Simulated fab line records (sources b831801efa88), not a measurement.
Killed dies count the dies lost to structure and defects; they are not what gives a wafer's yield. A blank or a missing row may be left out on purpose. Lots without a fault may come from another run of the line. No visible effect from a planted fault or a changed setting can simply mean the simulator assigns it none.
Which of the tools did it? / flow gf180mcu / Sampling: 13 lots, 39 wafers, 4 of 602 route steps

## WHAT THE GAUGES READ, wafer by wafer
GF_VT_IMPLANT_TW_MEAS_21.
lot=L406; measured=day 6 06:29; on=filmMetro-04; VT_IMPLANT_2_TW=1234 1225 1231
lot=L407; measured=day 6 15:07; on=filmMetro-02; VT_IMPLANT_2_TW=1224 1227 1221
lot=L408; measured=day 6 18:26; on=filmMetro-04; VT_IMPLANT_2_TW=1233 1231 1230
lot=L418; measured=day 9 10:47; on=filmMetro-02; VT_IMPLANT_2_TW=1206 1210 1211
lot=L419; measured=day 9 15:02; on=filmMetro-04; VT_IMPLANT_2_TW=1241 1224 1229
lot=L420; measured=day 10 00:47; on=filmMetro-02; VT_IMPLANT_2_TW=1213 1209 1221
lot=L421; measured=day 10 05:01; on=filmMetro-04; VT_IMPLANT_2_TW=1234 1238 1234
lot=L424; measured=day 11 00:33; on=filmMetro-04; VT_IMPLANT_2_TW=1226 1229 1234
lot=L425; measured=day 11 04:25; on=filmMetro-02; VT_IMPLANT_2_TW=1217 1217 1218
lot=L426; measured=day 11 12:29; on=filmMetro-04; VT_IMPLANT_2_TW=1240 1243 1236
lot=L427; measured=day 11 19:16; on=filmMetro-04; VT_IMPLANT_2_TW=1234 1226 1233
lot=L428; measured=day 12 00:41; on=filmMetro-04; VT_IMPLANT_2_TW=1248 1233 1229
lot=L429; measured=day 12 06:51; on=filmMetro-02; VT_IMPLANT_2_TW=1218 1220 1227

GF_M1_OVL_MEAS_15.
lot=L406; measured=day 17 02:16; on=overlay-01; M1_OVL (nm)=6 6 -1
lot=L407; measured=day 17 17:56; on=overlay-01; M1_OVL (nm)=-1 6 6
lot=L408; measured=day 17 21:40; on=overlay-01; M1_OVL (nm)=-5 -1 -3
lot=L418; measured=day 21 21:13; on=overlay-02; M1_OVL (nm)=-5 4 -3
lot=L419; measured=day 21 22:55; on=overlay-02; M1_OVL (nm)=8 4 7
lot=L420; measured=day 22 12:40; on=overlay-02; M1_OVL (nm)=1 -4 0
lot=L421; measured=day 22 18:47; on=overlay-02; M1_OVL (nm)=-8 -5 -1
lot=L424; measured=day 23 19:49; on=overlay-02; M1_OVL (nm)=-5 -2 -6
lot=L425; measured=day 24 01:11; on=overlay-01; M1_OVL (nm)=1 2 5
lot=L426; measured=day 24 09:07; on=overlay-01; M1_OVL (nm)=8 2 1
lot=L427; measured=day 24 14:50; on=overlay-02; M1_OVL (nm)=8 7 3
lot=L428; measured=day 24 22:46; on=overlay-02; M1_OVL (nm)=4 1 -3
lot=L429; measured=day 25 03:37; on=overlay-02; M1_OVL (nm)=-4 6 -1

## WHAT TOOL EACH LOT RAN ON (gives the tool, then ch and the chambers of the sampled wafers, and finally the start)
lot=L406; GF_CONTACT_ETCH_17=rieDiel-01 ch 2,3, day 16 02:00; GF_CONTACT_STRIP_18=plasmaAsher-01 ch 0,1, day 16 02:11
lot=L407; GF_CONTACT_ETCH_17=rieDiel-04 ch 1,2,3, day 16 17:00; GF_CONTACT_STRIP_18=plasmaAsher-02 ch 0,1, day 16 17:36
lot=L408; GF_CONTACT_ETCH_17=rieDiel-04 ch 0,1, day 16 20:00; GF_CONTACT_STRIP_18=plasmaAsher-02 ch 0,1, day 16 20:25
lot=L418; GF_CONTACT_ETCH_17=rieDiel-01 ch 0,2,3, day 20 19:00; GF_CONTACT_STRIP_18=plasmaAsher-02 ch 0,1, day 20 19:20
lot=L419; GF_CONTACT_ETCH_17=rieDiel-03 ch 0,2,3, day 20 22:00; GF_CONTACT_STRIP_18=plasmaAsher-03 ch 0,1, day 20 22:14
lot=L420; GF_CONTACT_ETCH_17=rieDiel-03 ch 0,1,3, day 21 11:00; GF_CONTACT_STRIP_18=plasmaAsher-01 ch 0,1, day 21 11:43
lot=L421; GF_CONTACT_ETCH_17=rieDiel-03 ch 0,3, day 21 17:00; GF_CONTACT_STRIP_18=plasmaAsher-02 ch 0,1, day 21 17:24
lot=L424; GF_CONTACT_ETCH_17=rieDiel-03 ch 0,1,2, day 22 19:00; GF_CONTACT_STRIP_18=plasmaAsher-01 ch 1, day 22 19:52
lot=L425; GF_CONTACT_ETCH_17=rieDiel-04 ch 1,2, day 23 00:00; GF_CONTACT_STRIP_18=plasmaAsher-03 ch 0,1, day 23 00:42
lot=L426; GF_CONTACT_ETCH_17=rieDiel-03 ch 2,3, day 23 09:00; GF_CONTACT_STRIP_18=plasmaAsher-02 ch 0,1, day 23 09:11
lot=L427; GF_CONTACT_ETCH_17=rieDiel-01 ch 1,2,3, day 23 15:00; GF_CONTACT_STRIP_18=plasmaAsher-03 ch 0,1, day 23 15:16
lot=L428; GF_CONTACT_ETCH_17=rieDiel-04 ch 0,1, day 23 23:00; GF_CONTACT_STRIP_18=plasmaAsher-03 ch 0,1, day 23 23:40
lot=L429; GF_CONTACT_ETCH_17=rieDiel-03 ch 1,2, day 24 03:00; GF_CONTACT_STRIP_18=plasmaAsher-03 ch 0,1, day 24 04:01
- GF_CONTACT_ETCH_17: etches SiO2 in C4F8/O2/Ar, stops on CoSi2, target depth 860 nm.
- GF_CONTACT_STRIP_18: strips in O2/N2.

## WHAT THE TOOLS THEMSELVES READ (means of the sampled wafers that have a number; where no wafer has one, the mark that the record gives instead)
GF_CONTACT_ETCH_17.
lot=L406; tool=rieDiel-01; oesProductAu (a.u.)=0.816
lot=L407; tool=rieDiel-04; oesProductAu (a.u.)=0.814
lot=L408; tool=rieDiel-04; oesProductAu (a.u.)=0.815
lot=L418; tool=rieDiel-01; oesProductAu (a.u.)=0.815
lot=L419; tool=rieDiel-03; oesProductAu (a.u.)=0.814
lot=L420; tool=rieDiel-03; oesProductAu (a.u.)=0.812
lot=L421; tool=rieDiel-03; oesProductAu (a.u.)=0.814
lot=L424; tool=rieDiel-03; oesProductAu (a.u.)=0.816
lot=L425; tool=rieDiel-04; oesProductAu (a.u.)=0.817
lot=L426; tool=rieDiel-03; oesProductAu (a.u.)=0.814
lot=L427; tool=rieDiel-01; oesProductAu (a.u.)=0.816
lot=L428; tool=rieDiel-04; oesProductAu (a.u.)=0.812
lot=L429; tool=rieDiel-03; oesProductAu (a.u.)=0.809

GF_CONTACT_STRIP_18.
lot=L406; tool=plasmaAsher-01; drypumpMotorCurrentA (A)=5.64; heaterPowerW (W)=366; oesProductAu (a.u.)=0.578; platenTempC (C)=249.93
lot=L407; tool=plasmaAsher-02; drypumpMotorCurrentA (A)=5.96; heaterPowerW (W)=359; oesProductAu (a.u.)=0.583; platenTempC (C)=249.99
lot=L408; tool=plasmaAsher-02; drypumpMotorCurrentA (A)=5.75; heaterPowerW (W)=335; oesProductAu (a.u.)=0.583; platenTempC (C)=250.02
lot=L418; tool=plasmaAsher-02; drypumpMotorCurrentA (A)=5.97; heaterPowerW (W)=354; oesProductAu (a.u.)=0.586; platenTempC (C)=250.11
lot=L419; tool=plasmaAsher-03; drypumpMotorCurrentA (A)=5.86; heaterPowerW (W)=331; oesProductAu (a.u.)=0.577; platenTempC (C)=249.96
lot=L420; tool=plasmaAsher-01; drypumpMotorCurrentA (A)=5.64; heaterPowerW (W)=369; oesProductAu (a.u.)=0.578; platenTempC (C)=249.94
lot=L421; tool=plasmaAsher-02; drypumpMotorCurrentA (A)=5.94; heaterPowerW (W)=358; oesProductAu (a.u.)=0.577; platenTempC (C)=250.12
lot=L424; tool=plasmaAsher-01; drypumpMotorCurrentA (A)=5.54; heaterPowerW (W)=359; oesProductAu (a.u.)=0.579; platenTempC (C)=249.75
lot=L425; tool=plasmaAsher-03; drypumpMotorCurrentA (A)=5.86; heaterPowerW (W)=339; oesProductAu (a.u.)=0.583; platenTempC (C)=250.04
lot=L426; tool=plasmaAsher-02; drypumpMotorCurrentA (A)=5.94; heaterPowerW (W)=355; oesProductAu (a.u.)=0.581; platenTempC (C)=250.05
lot=L427; tool=plasmaAsher-03; drypumpMotorCurrentA (A)=5.67; heaterPowerW (W)=337; oesProductAu (a.u.)=0.580; platenTempC (C)=249.88
lot=L428; tool=plasmaAsher-03; drypumpMotorCurrentA (A)=5.86; heaterPowerW (W)=334; oesProductAu (a.u.)=0.583; platenTempC (C)=250.19
lot=L429; tool=plasmaAsher-03; drypumpMotorCurrentA (A)=5.86; heaterPowerW (W)=330; oesProductAu (a.u.)=0.582; platenTempC (C)=249.99

## THE ANSWER, worked out from the rows above alone
Rule: usual is defined by the lots themselves. Put in order of their means at a reading, lots are off if they are a third of the lots or fewer, leave a main group of 4 or more, and stand apart from it by a gap of 3 or more times the standard deviation of the main group's means; of several such gaps the widest counts. A main group is skipped when, at the precision printed for the reading in the tables above, its means are all equal. Also off: a lot with no number at a reading for which 4 or more lots have one. Where the step has rows for the other lots, those lots are counted as sound. First the gauges in route order, then the tools' own readings, where a lot's mean is used as printed above. The first step at which some lot is off is used, and at that step the reading that is off furthest; a lot without a number counts as furthest.
Across all readings shown, no lot is off: no conclusion can be drawn from this.

## WHAT WAS PUT IN BY THE SIMULATOR
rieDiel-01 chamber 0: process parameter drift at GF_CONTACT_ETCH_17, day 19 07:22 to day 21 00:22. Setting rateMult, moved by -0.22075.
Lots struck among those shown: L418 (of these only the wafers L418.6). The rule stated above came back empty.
